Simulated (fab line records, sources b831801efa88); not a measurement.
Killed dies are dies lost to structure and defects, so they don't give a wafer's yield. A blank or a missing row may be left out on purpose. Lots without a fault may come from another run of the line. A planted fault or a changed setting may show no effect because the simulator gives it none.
Chamber matching | flow gf180mcu | GF_V2_CMP_26 on cmp-01: 4 sister chambers
The step polishes, stops on SiO2, t overpolish 15 s, target thk 0 nm. 8 wafers are shown with their chamber, then 10 later ones without.

WAFERS WITH THEIR CHAMBER
wafer  | chamber | motor_current_A (A) | time_to_endpoint_s (s)
L079.2 | 1       | 9.4                 | 76
L083.5 | 2       | 11.3                | 87
L085.3 | 1       | 9.3                 | 82
L085.6 | 3       | 9.7                 | 79
L086.1 | 2       | 11.0                | 84
L086.5 | 0       | 12.0                | 82
L090.2 | 0       | 11.9                | 83
L090.3 | 3       | 9.6                 | 81

WAFERS WITHOUT THEIR CHAMBER
wafer  | motor_current_A (A) | time_to_endpoint_s (s)
L090.4 | 10.0                | 84
L094.1 | 9.4                 | 81
L094.2 | 11.2                | 82
L094.4 | 11.8                | 84
L093.1 | 11.2                | 85
L093.2 | 10.0                | 81
L093.5 | 9.6                 | 74
L097.2 | 12.0                | 80
L097.4 | 11.0                | 85
L097.5 | 11.7                | 82

WHICH CHAMBER EACH WENT THROUGH
wafer  | from the rows above     | in truth
L090.4 | 3                       | 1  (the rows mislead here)
L094.1 | can't be placed: 1 or 3 | 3
L094.2 | 2                       | 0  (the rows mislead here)
L094.4 | 0                       | 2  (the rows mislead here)
L093.1 | 2                       | 2
L093.2 | 3                       | 3
L093.5 | can't be placed: 3 or 1 | 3
L097.2 | 0                       | 0
L097.4 | 2                       | 2
L097.5 | 0                       | 0
Placed correctly: 5 of 10. Can't be placed from these rows: 2 (the true chamber is among the candidates in 2). Placed wrongly: 3.
How it was worked out, from the rows above alone: a wafer's distance from a chamber is the root of the sum, over the readings, of the square of ((its reading less the chamber's mean) divided by the reading's scatter). The wafer belongs to the nearest chamber; if the next one is less than 2 further off, it can't be placed. A chamber's mean is the mean of its shown wafers. The scatter: the root of (the sum of the squares of (reading less its chamber's mean) over the shown wafers, divided by (wafers less chambers)).
